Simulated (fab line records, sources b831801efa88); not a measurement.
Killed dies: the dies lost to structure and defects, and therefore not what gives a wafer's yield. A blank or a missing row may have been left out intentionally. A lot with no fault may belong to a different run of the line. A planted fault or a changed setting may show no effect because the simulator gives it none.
Which tool did it? + flow gf180mcu + 10 lots with 30 wafers sampled at 6 steps, on a route of 602 steps

## WHAT THE GAUGES SHOWED, per wafer
GF_VT_IMPLANT_TW_MEAS_21.
| lot  | measured     | on           | VT_IMPLANT_2_TW |
|------|--------------|--------------|-----------------|
| L880 | day 6 16:58  | filmMetro-03 | 1218 1210 1215  |
| L883 | day 7 18:06  | filmMetro-03 | 1209 1208 1209  |
| L884 | day 7 23:29  | filmMetro-02 | 1218 1206 1216  |
| L895 | day 10 18:20 | filmMetro-03 | 30 31 30        |
| L896 | day 10 23:08 | filmMetro-02 | 30 30 30        |
| L897 | day 11 03:52 | filmMetro-02 | 30 30 30        |
| L898 | day 11 11:29 | filmMetro-02 | 1223 1217 1221  |
| L899 | day 11 18:42 | filmMetro-04 | 1202 1198 1196  |
| L900 | day 12 02:12 | filmMetro-04 | 1205 1200 1199  |
| L901 | day 12 10:38 | filmMetro-03 | 1221 1220 1214  |

## WHICH TOOL RAN EACH LOT (tool, then ch and the chambers of the sampled wafers, then the start)
| lot  | GF_STI_STRIP_15                    | GF_LVPWELL_STRIP_10                | GF_MVSD_STRIP_10                   | GF_VT_IMPLANT_STRIP_09              | GF_VT_IMPLANT_STRIP_20              |
|------|------------------------------------|------------------------------------|------------------------------------|-------------------------------------|-------------------------------------|
| L880 | plasmaAsher-04 ch 0,1, day 2 11:04 | plasmaAsher-03 ch 0,1, day 4 06:51 | plasmaAsher-02 ch 0,1, day 4 21:07 | plasmaAsher-01 ch 0,1, day 6 01:21  | plasmaAsher-01 ch 0,1, day 6 16:51  |
| L883 | plasmaAsher-02 ch 0,1, day 3 03:18 | plasmaAsher-03 ch 0,1, day 5 05:46 | plasmaAsher-02 ch 0,1, day 5 20:40 | plasmaAsher-03 ch 0,1, day 7 03:06  | plasmaAsher-03 ch 0,1, day 7 18:00  |
| L884 | plasmaAsher-04 ch 0,1, day 3 09:00 | plasmaAsher-04 ch 0,1, day 5 08:52 | plasmaAsher-02 ch 0,1, day 5 23:58 | plasmaAsher-02 ch 0,1, day 7 07:21  | plasmaAsher-03 ch 0,1, day 7 23:23  |
| L895 | plasmaAsher-01 ch 0,1, day 5 17:34 | plasmaAsher-04 ch 0, day 7 20:21   | plasmaAsher-02 ch 0,1, day 8 13:35 | plasmaAsher-02 ch 0,1, day 10 00:14 | plasmaAsher-03 ch 0,1, day 10 18:14 |
| L896 | plasmaAsher-04 ch 0,1, day 5 22:23 | plasmaAsher-03 ch 0,1, day 8 00:36 | plasmaAsher-01 ch 0,1, day 8 17:43 | plasmaAsher-03 ch 0,1, day 10 04:41 | plasmaAsher-03 ch 0,1, day 10 23:03 |
| L897 | plasmaAsher-04 ch 0,1, day 6 02:10 | plasmaAsher-01 ch 0,1, day 8 05:58 | plasmaAsher-01 ch 1, day 8 22:47   | plasmaAsher-02 ch 0,1, day 10 09:27 | plasmaAsher-03 ch 0,1, day 11 03:45 |
| L898 | plasmaAsher-02 ch 0,1, day 6 08:48 | plasmaAsher-01 ch 0,1, day 8 13:24 | plasmaAsher-02 ch 0,1, day 9 05:46 | plasmaAsher-03 ch 0,1, day 10 17:17 | plasmaAsher-01 ch 0,1, day 11 11:22 |
| L899 | plasmaAsher-02 ch 0,1, day 6 13:58 | plasmaAsher-01 ch 0,1, day 8 18:22 | plasmaAsher-04 ch 0,1, day 9 11:41 | plasmaAsher-03 ch 0,1, day 10 23:55 | plasmaAsher-03 ch 0,1, day 11 18:36 |
| L900 | plasmaAsher-04 ch 0,1, day 6 18:23 | plasmaAsher-01 ch 0,1, day 9 00:44 | plasmaAsher-01 ch 0,1, day 9 18:22 | plasmaAsher-03 ch 0,1, day 11 06:55 | plasmaAsher-03 ch 0,1, day 12 02:07 |
| L901 | plasmaAsher-02 ch 0,1, day 7 00:16 | plasmaAsher-04 ch 0,1, day 9 07:51 | plasmaAsher-02 ch 0, day 10 01:16  | plasmaAsher-03 ch 0,1, day 11 14:50 | plasmaAsher-01 ch 0, day 12 10:32   |
- GF_STI_STRIP_15: strips in O2/N2.
- GF_LVPWELL_STRIP_10: strips in O2/N2.
- GF_MVSD_STRIP_10: strips in O2/N2.
- GF_VT_IMPLANT_STRIP_09: strips in O2/N2.
- GF_VT_IMPLANT_STRIP_20: strips in O2/N2.

## AS READ BY THE TOOLS THEMSELVES (means over the sampled wafers that have a number; for cases with no such wafer, the mark the record gives instead)
GF_STI_STRIP_15.
| lot  | tool           | chamberPressureMTorr (mTorr) | drypumpMotorCurrentA (A) | heaterPowerW (W) | oesProductAu (a.u.) | stripTimeToEndpointS (s) |
|------|----------------|------------------------------|--------------------------|------------------|---------------------|--------------------------|
| L880 | plasmaAsher-04 | 1498.8                       | 5.8                      | 362              | 0.379               | 3.69                     |
| L883 | plasmaAsher-02 | 1501.1                       | 5.3                      | 362              | 0.383               | 3.68                     |
| L884 | plasmaAsher-04 | 1500.1                       | 6.2                      | 370              | 0.383               | 3.71                     |
| L895 | plasmaAsher-01 | 1500.1                       | 5.4                      | 286              | 0.387               | 3.73                     |
| L896 | plasmaAsher-04 | 1499.3                       | 5.8                      | 364              | 0.387               | 3.73                     |
| L897 | plasmaAsher-04 | 1499.7                       | 6.2                      | 372              | 0.382               | 3.63                     |
| L898 | plasmaAsher-02 | 1500.5                       | 5.4                      | 358              | 0.383               | 3.76                     |
| L899 | plasmaAsher-02 | 1498.3                       | 5.5                      | 370              | 0.383               | 3.68                     |
| L900 | plasmaAsher-04 | 1500.6                       | 6.2                      | 371              | 0.391               | 3.76                     |
| L901 | plasmaAsher-02 | 1499.9                       | 5.4                      | 360              | 0.380               | 3.71                     |

GF_LVPWELL_STRIP_10.
| lot  | tool           | chamberPressureMTorr (mTorr) | drypumpMotorCurrentA (A) | heaterPowerW (W) | oesProductAu (a.u.) | stripTimeToEndpointS (s) |
|------|----------------|------------------------------|--------------------------|------------------|---------------------|--------------------------|
| L880 | plasmaAsher-03 | 1499.0                       | 5.5                      | 360              | 0.725               | 36.79                    |
| L883 | plasmaAsher-03 | 1499.8                       | 5.6                      | 345              | 0.723               | 36.95                    |
| L884 | plasmaAsher-04 | 1500.4                       | 6.2                      | 363              | 0.726               | 36.77                    |
| L895 | plasmaAsher-04 | 1500.2                       | 6.5                      | 379              | 0.720               | 36.85                    |
| L896 | plasmaAsher-03 | 1498.7                       | 5.6                      | 323              | 0.721               | 36.83                    |
| L897 | plasmaAsher-01 | 1500.9                       | 5.7                      | 289              | 0.722               | 36.92                    |
| L898 | plasmaAsher-01 | 1499.8                       | 5.7                      | 297              | 0.724               | 37.08                    |
| L899 | plasmaAsher-01 | 1500.2                       | 5.4                      | 282              | 0.723               | 36.85                    |
| L900 | plasmaAsher-01 | 1501.0                       | 5.7                      | 295              | 0.725               | 36.83                    |
| L901 | plasmaAsher-04 | 1501.0                       | 6.2                      | 370              | 0.724               | 36.95                    |

GF_MVSD_STRIP_10.
| lot  | tool           | chamberPressureMTorr (mTorr) | drypumpMotorCurrentA (A) | heaterPowerW (W) | oesProductAu (a.u.) | stripTimeToEndpointS (s) |
|------|----------------|------------------------------|--------------------------|------------------|---------------------|--------------------------|
| L880 | plasmaAsher-02 | 1499.5                       | 5.3                      | 363              | 0.724               | 36.96                    |
| L883 | plasmaAsher-02 | 1499.7                       | 5.4                      | 363              | 0.721               | 36.89                    |
| L884 | plasmaAsher-02 | 1498.7                       | 5.5                      | 365              | 0.727               | 37.03                    |
| L895 | plasmaAsher-02 | 1498.6                       | 5.3                      | 358              | 0.720               | 37.01                    |
| L896 | plasmaAsher-01 | 1501.8                       | 5.7                      | 294              | 0.728               | 36.90                    |
| L897 | plasmaAsher-01 | 1501.0                       | 6.1                      | 313              | 0.725               | 36.87                    |
| L898 | plasmaAsher-02 | 1500.5                       | 5.3                      | 362              | 0.722               | 37.02                    |
| L899 | plasmaAsher-04 | 1499.1                       | 6.2                      | 373              | 0.719               | 37.04                    |
| L900 | plasmaAsher-01 | 1500.0                       | 5.3                      | 286              | 0.721               | 36.94                    |
| L901 | plasmaAsher-02 | 1500.6                       | 5.5                      | 367              | 0.722               | 36.81                    |

GF_VT_IMPLANT_STRIP_09.
| lot  | tool           | chamberPressureMTorr (mTorr) | drypumpMotorCurrentA (A) | heaterPowerW (W) | oesProductAu (a.u.) | stripTimeToEndpointS (s) |
|------|----------------|------------------------------|--------------------------|------------------|---------------------|--------------------------|
| L880 | plasmaAsher-01 | 1500.7                       | 5.34                     | 284              | 0.712               | 12.66                    |
| L883 | plasmaAsher-03 | 1500.3                       | 5.62                     | 324              | 0.714               | 12.59                    |
| L884 | plasmaAsher-02 | 1499.3                       | 5.31                     | 365              | 0.714               | 12.61                    |
| L895 | plasmaAsher-02 | -                            | -                        | -                | -                   | -                        |
| L896 | plasmaAsher-03 | -                            | -                        | -                | -                   | -                        |
| L897 | plasmaAsher-02 | -                            | -                        | -                | -                   | -                        |
| L898 | plasmaAsher-03 | 1501.5                       | 5.61                     | 319              | 0.721               | 12.64                    |
| L899 | plasmaAsher-03 | 1500.9                       | 5.63                     | 322              | 0.717               | 12.66                    |
| L900 | plasmaAsher-03 | 1500.6                       | 5.64                     | 324              | 0.714               | 12.69                    |
| L901 | plasmaAsher-03 | 1498.3                       | 5.62                     | 324              | 0.708               | 12.73                    |

GF_VT_IMPLANT_STRIP_20.
| lot  | tool           | chamberPressureMTorr (mTorr) | drypumpMotorCurrentA (A) | heaterPowerW (W) | oesProductAu (a.u.) | stripTimeToEndpointS (s) |
|------|----------------|------------------------------|--------------------------|------------------|---------------------|--------------------------|
| L880 | plasmaAsher-01 | 1499.5                       | 5.7                      | 292              | 0.715               | 12.67                    |
| L883 | plasmaAsher-03 | 1500.1                       | 5.7                      | 322              | 0.716               | 12.64                    |
| L884 | plasmaAsher-03 | 1499.6                       | 5.6                      | 324              | 0.721               | 12.62                    |
| L895 | plasmaAsher-03 | 1500.1                       | 5.6                      | 325              | 0.717               | 27.56                    |
| L896 | plasmaAsher-03 | 1501.2                       | 5.6                      | 319              | 0.722               | 27.55                    |
| L897 | plasmaAsher-03 | 1500.1                       | 5.5                      | 344              | 0.722               | 27.68                    |
| L898 | plasmaAsher-01 | 1499.1                       | 5.4                      | 280              | 0.717               | 12.66                    |
| L899 | plasmaAsher-03 | 1499.3                       | 5.5                      | 334              | 0.717               | 12.65                    |
| L900 | plasmaAsher-03 | 1500.9                       | 5.5                      | 344              | 0.711               | 12.63                    |
| L901 | plasmaAsher-01 | 1500.5                       | 5.0                      | 274              | 0.717               | 12.63                    |

## THE ANSWER, worked out from the rows above alone
Rule: usual is defined by the lots themselves. The widest of any qualifying gaps counts: lots, ordered by their means at a reading, are off when they make up no more than a third of the lots, leave a main group of 4 or more, and stand apart from it by 3 or more times the standard deviation of that group's means. A main group whose means are all the same, to the digits that the tables above print for the reading, isn't used. Also off: a lot with no number at a reading for which 4 or more lots have one. All remaining lots with rows at the step are treated as sound. Order of review: gauges by route order, followed by the tools' own readings, for which a lot's mean as printed above is used. The first step at which some lot is off is used, and at that step the reading that is off furthest; a lot without a number counts as furthest.
Off: at GF_VT_IMPLANT_TW_MEAS_21 (VT_IMPLANT_2_TW), L895, L896, L897. For the main group the mean is 1211 and the standard deviation 7.6.
If a tool, at a process step before that reading, ran all the lots that are off and no sound lot after the first of them, it fits. Not tried: the gauges at GF_VT_IMPLANT_TW_MEAS_21; whatever is off there is also off at GF_VT_IMPLANT_STRIP_09, on other tools, and gauge error can't account for it. Of those tried, none fits.

## WHAT THE SIMULATOR HAD PUT IN
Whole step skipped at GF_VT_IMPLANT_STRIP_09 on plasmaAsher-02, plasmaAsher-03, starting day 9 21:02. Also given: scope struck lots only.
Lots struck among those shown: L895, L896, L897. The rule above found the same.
